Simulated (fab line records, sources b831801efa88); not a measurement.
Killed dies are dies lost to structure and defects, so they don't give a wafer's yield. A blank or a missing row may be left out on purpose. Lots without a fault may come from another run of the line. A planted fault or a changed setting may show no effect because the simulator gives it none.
fab line records | flow sky130
record lots=6 wafers=18 last_day=50
route steps=708 shown LDD_P@263 LDD_HVN@267 PAD_OPEN@708
lots that met no fault: from a run of the same line without faults
start_h: hours from the record's first day to the start of the lot's first wafer shown | wait_h: hours since the lot's step before | " the same as in the row above | L1.1+2: a row that stands for several wafers | - no value, or no start given | * or withheld: withheld | < > ~ a bound
route shown NAME@n: a module of which the file shows steps, and the number in the route of the first | usual: mean/standard deviation of fault-free wafers | same: alike in all rows | chamber/n: place in a boat | sites: the reading at each site | _std_site: their standard deviation | _edge_site: outer sites' mean less inner sites' | radius_mm: how far each site lies from the wafer's centre | mask NAME#n: copy n | behind: the tool/chamber that last shaped the wafer | hold: why the lot was held/for how many hours/how that ended | device: the transistor (n, p or np) that didn't switch | end of line: the same wafers' tests at the end of the route | a step without rows: its recipe alone | killed: dies lost to structure and defects at the first sort, not the wafer's yield | map: a wafer's dies, x killed, . not, _ none there
set.NAME: the setting as run; set.NAME@STEP: as run at that earlier step | model.NAME: the simulator's own value behind a step, which no gauge read
lots at some steps of the route; a table a step, a row a wafer
services: from which hour (start_h, from the record's first day; less than 0 if before it) a tool's chamber was out of use, for how many hours, and why
## steps
# step SKY_LDD_P_OVL_MEAS_08
# usual LDD_P_OVL=0.3/1.3
# columns lot.wafer tool chamber start_h wait_h LDD_P_OVL[nm]
L387.3 overlay-01 - 455.61 0.1 -1.4
L387.4 " - " " -2.0
L387.5 " - " " -0.1
L390.1 overlay-02 - 482.04 0.1 -0.2
L390.2 " - " " -1.0
L390.3 " - " " -1.4
L398.4 overlay-01 - 561.25 0.1 -1.2
L398.5 " - " " -0.3
L398.6 " - " " -0.7
L401.1 overlay-01 - 576.15 0.1 0.8
L401.5 " - " " 1.4
L401.6 " - " " 0.9
L403.1 overlay-02 - 584.35 0.1 0.8
L403.3 " - " " 0.9
L403.6 " - " " 0.4
L407.3 overlay-02 - 623.75 0.1 -1.1
L407.4 " - " " -3.1
L407.6 " - " " -1.0
# step SKY_LDD_P_IMPLANT_09
# recipe species=BF2 energy_kev=25 dose_cm2=1e+13 tilt_deg=withheld
# step SKY_LDD_P_STRIP_10
# recipe chemistry=O2/N2 power_w=1400 pressure_mtorr=1500 platen_temp_c=withheld o2_flow_sccm=3000 n2_flow_sccm=300 overash_fraction=0.5
# usual chamber_pressure_mTorr=1499.7/1.5 drypump_motor_current_A=5.6/0.43 o2_flow_sccm=3000/10 oes_product_au=0.715/0.0047 strip_time_to_endpoint_s=14.18/0.037
# columns lot.wafer tool chamber start_h wait_h chamber_pressure_mTorr drypump_motor_current_A o2_flow_sccm oes_product_au rf_hours_counter_h strip_time_to_endpoint_s
L387.3 plasma_asher-02 0 455.82 0.1 1499.6 6.0 3012 0.714 - 14.15
L387.4 " 1 " " 1499.5 5.0 2989 0.708 - 14.16
L387.5 " 1 " " 1499.5 4.9 2983 0.712 - 14.19
L390.1 plasma_asher-01 1 482.22 0.1 1498.4 6.1 3018 0.713 5 14.23
L390.2 " 0 " " 1499.1 5.5 3020 0.709 5 14.28
L390.3 " 1 " " 1499.3 6.1 3006 0.718 - 14.27
L398.4 plasma_asher-02 0 561.46 0.1 1502.7 6.0 2995 0.706 - 14.16
L398.5 " 0 " " 1498.8 6.0 3003 0.704 - 14.16
L398.6 " 1 " " 1501.5 4.9 3013 0.719 - 14.15
L401.1 plasma_asher-02 0 576.34 0.1 1499.2 6.0 2983 0.719 44 14.14
L401.5 " 0 " " 1500.4 6.0 3012 0.720 - 14.15
L401.6 " 1 " " 1499.1 4.9 3006 0.721 - 14.16
L403.1 plasma_asher-01 1 584.54 0.1 1499.3 6.1 2980 0.716 15 14.17
L403.3 " 0 " " 1500.3 5.5 3017 0.710 - 14.10
L403.6 " 0 " " 1501.8 5.5 3002 0.713 - 14.16
L407.3 plasma_asher-04 0 623.96 0.1 1500.4 5.6 2988 0.716 - 14.12
L407.4 " 1 " " 1500.3 5.4 3017 0.714 - 14.14
L407.6 " 1 " " 1499.4 5.3 3006 0.719 - 14.15
# step SKY_LDD_P_TW_MEAS_11
# usual LDD_P_TW=637.9/2.9
# columns lot.wafer tool chamber start_h wait_h LDD_P_TW
L387.3 film_metro-01 - 455.91 0.1 639.7
L387.4 " - " " 637.9
L387.5 " - " " 638.3
L390.1 film_metro-01 - 482.32 0.1 636.8
L390.2 " - " " 639.6
L390.3 " - " " 637.1
L398.4 film_metro-04 - 561.55 0.1 638.4
L398.5 " - " " 645.0
L398.6 " - " " 642.1
L401.1 film_metro-02 - 576.44 0.1 638.0
L401.5 " - " " 637.6
L401.6 " - " " 633.2
L403.1 film_metro-02 - 584.64 0.1 638.4
L403.3 " - " " 639.8
L403.6 " - " " 636.3
L407.3 film_metro-01 - 624.04 0.1 641.6
L407.4 " - " " 638.1
L407.6 " - " " 639.9
# step SKY_LDD_HVN_DEHYDRATE_00
# recipe temp_c=200 time_s=60
# step SKY_LDD_HVN_HMDS_01
# recipe prime_time_s=60 prime_temp_c=120
# step SKY_LDD_HVN_COAT_02
# recipe resist=NOVOLAK spin_rpm=3000 resist_thk_nm=300
# step SKY_LDD_HVN_SOFTBAKE_03
# recipe temp_c=90 time_s=60 resist=NOVOLAK
# step SKY_LDD_HVN_EXPOSE_04
# recipe mask_id=HVNTM na=0.6 source_shape=conventional sigma_outer=0.6 polarization=unpolarized target_cd_nm=700 dose_mj=127
# step SKY_LDD_HVN_PEB_05
# recipe temp_c=withheld time_s=* resist=NOVOLAK
# step SKY_LDD_HVN_DEVELOP_06
# recipe resist=NOVOLAK developer=TMAH develop_time_s=60 dev_temp_c=23
# step SKY_LDD_HVN_OVL_MEAS_07
# usual LDD_HVN_OVL=0.7/1.6
# columns lot.wafer tool chamber start_h wait_h LDD_HVN_OVL[nm]
L387.3 overlay-01 - 486.62 0.1 -0.2
L387.4 " - " " 1.5
L387.5 " - " " 2.1
L390.1 overlay-01 - 513.43 0.1 0.2
L390.2 " - " " 3.2
L390.3 " - " " 0.1
L398.4 overlay-01 - 590.52 0.1 1.9
L398.5 " - " " 4.0
L398.6 " - " " 3.2
L401.1 overlay-02 - 605.22 0.1 1.3
L401.5 " - " " 1.2
L401.6 " - " " 1.0
L403.1 overlay-02 - 613.07 0.1 0.0
L403.3 " - " " 3.3
L403.6 " - " " 1.8
L407.3 overlay-02 - 653.43 0.1 2.4
L407.4 " - " " 3.5
L407.6 " - " " 1.2
# step SKY_LDD_HVN_IMPLANT_08
# recipe species=P energy_kev=60 dose_cm2=3e+13 tilt_deg=40
# usual beam_energy_keV=60.002/0.018 end_station_pressure_torr=5.16e-06/2.9e-07
# columns lot.wafer tool chamber start_h wait_h beam_energy_keV end_station_pressure_torr model.implant.rp_nm model.implant.drp_nm
L387.3 implanter-04 0 486.69 0.1 60.018 4.91e-06 54.63 28.15
L387.4 " 0 " " 59.994 5.75e-06 54.63 28.15
L387.5 " 0 " " 59.985 5.05e-06 54.63 28.15
L390.1 implanter-01 0 513.47 0.0 59.963 4.98e-06 55.56 28.15
L390.2 " 0 " " 60.007 5.08e-06 55.56 28.15
L390.3 " 0 " " 59.989 5.44e-06 55.56 28.15
L398.4 implanter-01 0 590.62 0.1 44.535 5.17e-06 41.67 21.85
L398.5 " 0 " " 44.524 4.85e-06 41.67 21.85
L398.6 " 0 " " 44.522 5.18e-06 41.67 21.85
L401.1 implanter-01 0 605.26 0.0 44.511 4.95e-06 42.22 21.85
L401.5 " 0 " " 44.529 5.31e-06 42.22 21.85
L401.6 " 0 " " 44.496 4.56e-06 42.22 21.85
L403.1 implanter-04 0 613.11 0.0 59.986 5.38e-06 56.63 28.15
L403.3 " 0 " " 60.014 5.04e-06 56.63 28.15
L403.6 " 0 " " 59.989 5.29e-06 56.63 28.15
L407.3 implanter-02 0 653.51 0.1 59.976 4.94e-06 55.02 28.15
L407.4 " 0 " " 60.011 5.34e-06 55.02 28.15
L407.6 " 0 " " 59.978 5.12e-06 55.02 28.15
# step SKY_LDD_HVN_STRIP_09
# recipe chemistry=O2/N2 power_w=1400 pressure_mtorr=1500 platen_temp_c=withheld o2_flow_sccm=3000 n2_flow_sccm=300 overash_fraction=0.5
# usual chamber_pressure_mTorr=1500.0/1.3 drypump_motor_current_A=5.66/0.28 o2_flow_sccm=3001/9.9 oes_product_au=0.409/0.0049 strip_time_to_endpoint_s=4.135/0.016
# columns lot.wafer tool chamber start_h wait_h chamber_pressure_mTorr drypump_motor_current_A o2_flow_sccm oes_product_au rf_hours_counter_h strip_time_to_endpoint_s
L387.3 plasma_asher-03 0 486.83 0.1 1499.8 5.46 3013 0.408 - 4.143
L387.4 " 1 " " 1501.9 5.93 3003 0.408 - 4.142
L387.5 " 0 " " 1499.7 5.47 3007 0.418 - 4.148
L390.1 plasma_asher-03 0 513.62 0.1 1499.4 5.47 2996 0.411 73 4.144
L390.2 " 1 " " 1501.2 5.96 3007 0.408 73 4.143
L390.3 " 0 " " 1501.5 5.44 3018 0.409 - 4.141
L398.4 plasma_asher-04 0 590.73 0.1 1500.1 5.63 2999 0.413 - 4.138
L398.5 " 1 " " 1499.7 5.36 3012 0.407 - 4.144
L398.6 " 0 " " 1501.1 5.60 3000 0.414 - 4.147
L401.1 plasma_asher-01 1 605.41 0.1 1499.8 6.12 3004 0.412 17 4.128
L401.5 " 1 " " 1498.4 6.12 3000 0.411 - 4.138
L401.6 " 0 " " 1500.6 5.50 2992 0.397 - 4.109
L403.1 plasma_asher-03 1 613.26 0.1 1500.0 5.95 2995 0.403 82 4.120
L403.3 " 1 " " 1501.3 5.95 3000 0.410 - 4.136
L403.6 " 0 " " 1499.5 5.46 2991 0.412 - 4.131
L407.3 plasma_asher-03 1 653.64 0.1 1501.4 5.97 3004 0.417 - 4.115
L407.4 " 0 " " 1501.0 5.45 2985 0.407 - 4.119
L407.6 " 1 " " 1501.4 5.96 3007 0.414 - 4.148
# step SKY_LDD_HVN_TW_MEAS_10
# usual LDD_HVN_TW=1448/8.9
# columns lot.wafer tool chamber start_h wait_h hold LDD_HVN_TW
L387.3 film_metro-03 - 486.91 0.1 - 1460
L387.4 " - " " - 1462
L387.5 " - " " - 1465
L390.1 film_metro-02 - 513.72 0.1 - 1445
L390.2 " - " " - 1444
L390.3 " - " " - 1451
L398.4 film_metro-02 - 590.82 0.1 await_dispo/0.2h/release 1332
L398.5 " - " " await_dispo/0.2h/release 1333
L398.6 " - " " await_dispo/0.2h/release 1336
L398.4 film_metro-02 - 591.05 0.2 - 1332
L398.5 " - " " - 1337
L398.6 " - " " - 1334
L401.1 film_metro-01 - 605.51 0.1 await_dispo/0.2h/release 1337
L401.5 " - " " await_dispo/0.2h/release 1339
L401.6 " - " " await_dispo/0.2h/release 1340
L401.1 film_metro-01 - 605.73 0.2 - 1331
L401.5 " - " " - 1333
L401.6 " - " " - 1334
L403.1 film_metro-01 - 613.36 0.1 - 1442
L403.3 " - " " - 1452
L403.6 " - " " - 1448
L407.3 film_metro-01 - 653.73 0.1 - 1446
L407.4 " - " " - 1433
L407.6 " - " " - 1435
# step SKY_PAD_OPEN_PROBE_99
# usual killed_at_M0_to_M3=44/6.9 killed_at_M4_up=3.1/1.7 killed_at_contacts=25/5.6 killed_at_front_end=14/4.3 killed_at_other=0.3/0.51 killed_dies=86/9.8 killed_open=47/6.5 killed_short=39/6.6
# same gross_dies=492 killed_at_back_side=0
# columns lot.wafer tool chamber start_h wait_h killed_at_M0_to_M3 killed_at_M4_up killed_at_contacts killed_at_front_end killed_at_other killed_dies killed_open killed_short model.etest.tip_n_5v.rs_ohm_sq model.etest.nfet_g5v0d10v5.r_on_ohm_um model.etest.nfet_g5v0d10v5.drive_ua_um model.etest.res_poly.width_nm model.etest.res_high_po.width_nm model.etest.res_xhigh_po.width_nm model.etest.ring_5v.delay_ps model.etest.nfet_g5v0d10v5.vt_sat_v
L387.3 prober-01 - 1102.97 0.2 44 9 32 18 0 103 56 47 1413 1944 583.7 95.73 350.3 352.4 45.51 0.7769
L387.4 prober-01 - 1103.02 0.2 51 3 27 11 0 92 46 46 1411 1940 587.8 94.81 348.7 350.6 45.16 0.7661
L387.5 prober-01 - 1103.07 0.2 41 2 33 14 0 90 46 44 1415 1924 593.2 96.49 353.4 354.7 45 0.7773
L390.1 prober-01 - 1116.51 0.1 52 4 28 19 0 103 61 42 1393 1876 607 94.94 351 352 44.92 0.7603
L390.2 prober-01 - 1116.56 0.1 64 1 26 17 0 108 67 41 1393 1882 596.6 94.56 349.8 349.5 44.91 0.7723
L390.3 prober-01 - 1116.61 0.2 45 2 23 12 0 82 45 37 1390 1904 596.1 96.3 353.6 351.8 45.32 0.7635
L398.4 prober-01 - 1167.19 0.2 44 4 26 18 0 92 54 38 1570 1906 597.3 89.37 346.6 347 44.73 0.7857
L398.5 prober-01 - 1167.24 0.2 36 3 32 15 0 86 44 42 1578 1928 597.1 91.44 346.5 345.9 44.61 0.7887
L398.6 prober-01 - 1167.29 0.2 51 4 29 14 0 98 52 46 1586 1922 594.6 89.67 344.5 344.9 44.98 0.7929
L401.1 prober-01 - 1177.64 0.1 45 3 22 15 0 85 50 35 1601 1942 578.4 94.17 349.8 350.4 45.23 0.8126
L401.5 prober-01 - 1177.84 0.2 27 5 21 14 1 68 43 25 1608 1927 585.8 93.28 348.1 350.7 45.76 0.7908
L401.6 prober-01 - 1177.89 0.2 36 3 29 17 1 86 43 43 1598 1928 574.6 92.02 350 348.1 45.23 0.8123
L403.1 prober-01 - 1183.43 0.1 44 3 33 17 0 97 54 43 1396 1879 604.5 93.19 348.9 347.6 44.98 0.7607
L403.3 prober-01 - 1183.53 0.2 49 4 21 17 0 91 49 42 1384 1878 603.3 92.89 349.2 348.8 44.91 0.7583
L403.6 prober-01 - 1183.68 0.2 37 3 28 10 0 78 47 31 1389 1882 612.8 93.61 347.1 348.5 44.69 0.7511
L407.3 prober-01 - 1205.95 0.2 41 4 26 13 0 84 45 39 1393 1920 606.9 95.88 348.9 351.1 44.84 0.7624
L407.4 prober-01 - 1206.00 0.2 39 4 20 19 0 82 43 39 1399 1898 607.6 95.31 352.5 350.4 45.11 0.7593
L407.6 prober-01 - 1206.10 0.2 38 2 22 19 0 81 36 45 1385 1927 598.4 98.89 352.1 354.3 45.8 0.7679
# killed by level:class
L387.3 CONTACT:geometric_particle:open=12 VIA1:geometric_particle:open=12 VIA3:geometric_particle:open=10 FIELD_ISO:geometric_particle:short=7 LI_CONTACT:geometric_particle:open=7 CONTACT:geometric_particle:short=7 POLY_GATE:geometric_particle:short=6 METAL4:geometric_particle:short=6
L387.4 CONTACT:geometric_particle:open=11 VIA1:geometric_particle:open=10 VIA2:geometric_particle:open=8 METAL2:geometric_particle:short=7 FIELD_ISO:geometric_particle:short=6 VIA2:geometric_particle:short=5 VIA3:geometric_particle:open=5 LI_CONTACT:geometric_particle:short=4
L387.5 CONTACT:geometric_particle:open=15 METAL1:geometric_particle:short=9 VIA1:geometric_particle:open=8 CONTACT:geometric_particle:short=6 VIA1:geometric_particle:short=6 FIELD_ISO:geometric_particle:open=5 LOCAL_INTERCONNECT:geometric_particle:short=5 VIA2:geometric_particle:open=5
L390.1 VIA1:geometric_particle:open=19 VIA2:geometric_particle:open=9 CONTACT:geometric_particle:open=8 LI_CONTACT:geometric_particle:open=8 CONTACT:geometric_particle:short=7 POLY_GATE:geometric_particle:open=6 METAL2:geometric_particle:short=6 METAL1:geometric_particle:short=5
L390.2 VIA1:geometric_particle:open=15 VIA3:geometric_particle:open=13 CONTACT:geometric_particle:open=9 VIA1:geometric_particle:short=8 VIA2:geometric_particle:open=8 LI_CONTACT:geometric_particle:open=7 METAL2:geometric_particle:short=7 FIELD_ISO:geometric_particle:open=6
L390.3 CONTACT:geometric_particle:open=9 VIA2:geometric_particle:open=9 VIA1:geometric_particle:open=9 FIELD_ISO:geometric_particle:short=6 METAL2:geometric_particle:short=6 VIA3:geometric_particle:open=6 LOCAL_INTERCONNECT:geometric_particle:short=5 CONTACT:geometric_particle:short=5
L398.4 CONTACT:geometric_particle:open=13 VIA1:geometric_particle:open=12 FIELD_ISO:geometric_particle:open=9 METAL1:geometric_particle:short=8 CONTACT:geometric_particle:short=6 VIA1:geometric_particle:short=5 LI_CONTACT:geometric_particle:open=4 VIA2:geometric_particle:open=4
L398.5 CONTACT:geometric_particle:open=13 CONTACT:geometric_particle:short=11 FIELD_ISO:geometric_particle:open=6 VIA2:geometric_particle:short=6 METAL1:geometric_particle:short=5 LI_CONTACT:geometric_particle:open=5 VIA3:geometric_particle:open=4 FIELD_ISO:geometric_particle:short=3
L398.6 VIA1:geometric_particle:open=12 VIA2:geometric_particle:open=9 CONTACT:geometric_particle:open=8 VIA1:geometric_particle:short=8 LI_CONTACT:geometric_particle:open=6 METAL1:geometric_particle:short=6 LOCAL_INTERCONNECT:geometric_particle:short=5 CONTACT:geometric_particle:short=5
L401.1 VIA1:geometric_particle:open=14 CONTACT:geometric_particle:open=11 VIA3:geometric_particle:open=7 METAL2:geometric_particle:short=7 VIA1:geometric_particle:short=5 FIELD_ISO:geometric_particle:short=4 FIELD_ISO:geometric_particle:open=4 LI_CONTACT:geometric_particle:open=3
L401.5 CONTACT:geometric_particle:open=10 METAL1:geometric_particle:short=7 VIA1:geometric_particle:open=7 FIELD_ISO:geometric_particle:open=6 LI_CONTACT:geometric_particle:open=5 VIA3:geometric_particle:open=5 LI_CONTACT:geometric_particle:short=4 FIELD_ISO:geometric_particle:short=3
L401.6 CONTACT:geometric_particle:open=9 VIA1:geometric_particle:short=9 VIA1:geometric_particle:open=8 FIELD_ISO:geometric_particle:short=7 CONTACT:geometric_particle:short=7 VIA2:geometric_particle:open=7 LI_CONTACT:geometric_particle:short=5 METAL1:geometric_particle:short=5
L403.1 CONTACT:geometric_particle:open=11 LI_CONTACT:geometric_particle:open=9 VIA3:geometric_particle:open=9 VIA2:geometric_particle:open=8 METAL2:geometric_particle:short=7 LOCAL_INTERCONNECT:geometric_particle:short=6 POLY_GATE:geometric_particle:open=5 VIA1:geometric_particle:open=5
L403.3 VIA1:geometric_particle:open=12 LI_CONTACT:geometric_particle:open=7 VIA1:geometric_particle:short=7 VIA2:geometric_particle:open=7 CONTACT:geometric_particle:open=6 VIA3:geometric_particle:open=6 POLY_GATE:geometric_particle:open=5 CONTACT:geometric_particle:short=5
L403.6 CONTACT:geometric_particle:open=10 LI_CONTACT:geometric_particle:open=9 METAL2:geometric_particle:short=9 VIA2:geometric_particle:open=6 VIA3:geometric_particle:open=6 FIELD_ISO:geometric_particle:open=5 VIA1:geometric_particle:open=4 FIELD_ISO:geometric_particle:short=3
L407.3 VIA2:geometric_particle:open=10 LI_CONTACT:geometric_particle:open=7 CONTACT:geometric_particle:short=7 VIA3:geometric_particle:open=7 VIA1:geometric_particle:open=6 LOCAL_INTERCONNECT:geometric_particle:short=6 CONTACT:geometric_particle:open=6 POLY_GATE:geometric_particle:short=5
L407.4 VIA1:geometric_particle:open=9 CONTACT:geometric_particle:open=8 LI_CONTACT:geometric_particle:open=6 POLY_GATE:geometric_particle:short=5 METAL2:geometric_particle:short=5 LOCAL_INTERCONNECT:geometric_particle:short=4 METAL1:geometric_particle:short=4 VIA1:geometric_particle:short=4
L407.6 METAL1:geometric_particle:short=9 VIA2:geometric_particle:open=8 POLY_GATE:geometric_particle:short=7 LI_CONTACT:geometric_particle:open=7 VIA1:geometric_particle:open=7 LOCAL_INTERCONNECT:geometric_particle:short=6 FIELD_ISO:geometric_particle:short=5 METAL3:geometric_particle:short=5
## services
# columns tool chamber start_h hours kind
plasma_asher-02 - 433.39 2.1 repair
implanter-04 - 435.33 5.9 repair
plasma_asher-02 - 436.63 2.0 repair
implanter-01 - 464.00 5.0 repair
plasma_asher-04 - 485.10 2.8 pm
plasma_asher-01 - 502.42 0.4 repair
plasma_asher-01 - 502.81 2.8 pm
plasma_asher-03 - 524.78 6.5 repair
implanter-01 - 557.15 2.9 repair
plasma_asher-02 - 557.36 2.8 pm
plasma_asher-04 - 563.32 2.1 repair
implanter-04 - 566.10 7.1 pm
implanter-04 - 599.20 9.2 pm
implanter-04 - 608.38 1.2 repair
implanter-01 - 610.55 8.4 pm
plasma_asher-02 - 619.89 4.2 repair
implanter-04 - 638.76 2.2 repair
implanter-01 - 642.37 8.2 pm
implanter-04 - 651.07 0.8 repair
## key
first_sign step=SKY_LDD_HVN_IMPLANT_08 reading=beam_energy_keV direction=down sigmas=99+ usual=* struck=*
effect step=SKY_LDD_HVN_TW_MEAS_10 reading=visit direction=added
effect step=SKY_LDD_HVN_TW_MEAS_10 reading=LDD_HVN_TW direction=down sigmas=13 usual=1448 struck=1336
model_effect step=SKY_LDD_HVN_IMPLANT_08 value=implant.rp_nm without=56.67 struck=41.94
model_effect step=SKY_PAD_OPEN_PROBE_99 value=etest.tip_n_5v.rs_ohm_sq without=1376 struck=1590
met_at SKY_LDD_HVN_IMPLANT_08
struck_wafers L398.4,L398.5,L398.6,L401.1,L401.5,L401.6
tester_left_out L398,L401
onset_between 513.47 590.62
fault kind=process_parameter_drift tool=implanter-01 chamber=- onset_h=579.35 steps=SKY_LDD_HVN_IMPLANT_08 channel=energy_kev offset=* shape=step end_h=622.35 acts_in=* stated=*
# tester_left_out: of these lots the tester's yield and bins aren't shown, on N5 and GAA mostly nor the transistor test; their killed dies are dies lost to structure and defects alone, not to doping, threshold or leakage, so they don't give the yield
